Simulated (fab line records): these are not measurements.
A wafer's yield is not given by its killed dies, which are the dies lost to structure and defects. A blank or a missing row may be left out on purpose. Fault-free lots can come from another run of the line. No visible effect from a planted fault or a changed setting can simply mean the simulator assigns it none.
Which of the tools did it? || flow sky130 || 6 lots, 18 wafers sampled, at 3 steps of a route of 708

== WHAT EACH GAUGE READ, for each wafer ==
SKY_VT_ADJUST_HVTP_TW_MEAS_11.
{"lot": "L170", "measured": "day 6 11:17", "on": "film_metro-02", "VT_ADJUST_HVTP_TW": "1358 1353 1359"}
{"lot": "L175", "measured": "day 7 21:52", "on": "film_metro-01", "VT_ADJUST_HVTP_TW": "1361 1354 1356"}
{"lot": "L178", "measured": "day 8 15:44", "on": "film_metro-01", "VT_ADJUST_HVTP_TW": "1363 1368 1358"}
{"lot": "L180", "measured": "day 8 23:32", "on": "film_metro-01", "VT_ADJUST_HVTP_TW": "1361 1368 1362"}
{"lot": "L184", "measured": "day 10 03:38", "on": "film_metro-04", "VT_ADJUST_HVTP_TW": "1366 1359 1361"}
{"lot": "L192", "measured": "day 12 05:13", "on": "film_metro-02", "VT_ADJUST_HVTP_TW": "1329 1333 1333"}

== WHICH TOOL RAN EACH LOT (tool, then ch and the chambers of the sampled wafers, then the start) ==
{"lot": "L170", "SKY_VT_ADJUST_HVTP_IMPLANT_09": "implanter-03 ch 0, day 6 11:02", "SKY_VT_ADJUST_HVTP_STRIP_10": "plasma_asher-03 ch 0,1, day 6 11:11"}
{"lot": "L175", "SKY_VT_ADJUST_HVTP_IMPLANT_09": "implanter-04 ch 0, day 7 21:37", "SKY_VT_ADJUST_HVTP_STRIP_10": "plasma_asher-03 ch 0,1, day 7 21:46"}
{"lot": "L178", "SKY_VT_ADJUST_HVTP_IMPLANT_09": "implanter-04 ch 0, day 8 15:29", "SKY_VT_ADJUST_HVTP_STRIP_10": "plasma_asher-01 ch 0,1, day 8 15:37"}
{"lot": "L180", "SKY_VT_ADJUST_HVTP_IMPLANT_09": "implanter-04 ch 0, day 8 23:17", "SKY_VT_ADJUST_HVTP_STRIP_10": "plasma_asher-03 ch 0,1, day 8 23:26"}
{"lot": "L184", "SKY_VT_ADJUST_HVTP_IMPLANT_09": "implanter-03 ch 0, day 10 03:23", "SKY_VT_ADJUST_HVTP_STRIP_10": "plasma_asher-03 ch 0,1, day 10 03:32"}
{"lot": "L192", "SKY_VT_ADJUST_HVTP_IMPLANT_09": "implanter-04 ch 0, day 12 05:01", "SKY_VT_ADJUST_HVTP_STRIP_10": "plasma_asher-03 ch 0,1, day 12 05:07"}
- SKY_VT_ADJUST_HVTP_IMPLANT_09
- SKY_VT_ADJUST_HVTP_STRIP_10: strips in O2/N2.

== THE ANSWER, worked out from the rows above alone ==
Rule: the usual values come from the lots themselves. The widest of any qualifying gaps counts: lots, ordered by their means at a reading, are off when they make up no more than a third of the lots, leave a main group of 4 or more, and stand apart from it by 3 or more times the standard deviation of that group's means. Not used: any main group whose means are identical at the precision the tables above print for the reading. Also off: a lot with no number at a reading for which 4 or more lots have one. Any other lot the step has rows for is counted as sound.
Off: L192, at SKY_VT_ADJUST_HVTP_TW_MEAS_11 (VT_ADJUST_HVTP_TW). For the main group the mean is 1360 and the standard deviation 3.
A tool fits if, at a process step before that reading, it ran every lot that is off, and no sound lot after the first of them. Those tools and the gauges at SKY_VT_ADJUST_HVTP_TW_MEAS_11 are tried in the same way. Can't be told from this: 3 tools fit, implanter-04 at SKY_VT_ADJUST_HVTP_IMPLANT_09, plasma_asher-03 at SKY_VT_ADJUST_HVTP_STRIP_10, film_metro-02 at SKY_VT_ADJUST_HVTP_TW_MEAS_11.

== WHAT THE SIMULATOR PUT IN ==
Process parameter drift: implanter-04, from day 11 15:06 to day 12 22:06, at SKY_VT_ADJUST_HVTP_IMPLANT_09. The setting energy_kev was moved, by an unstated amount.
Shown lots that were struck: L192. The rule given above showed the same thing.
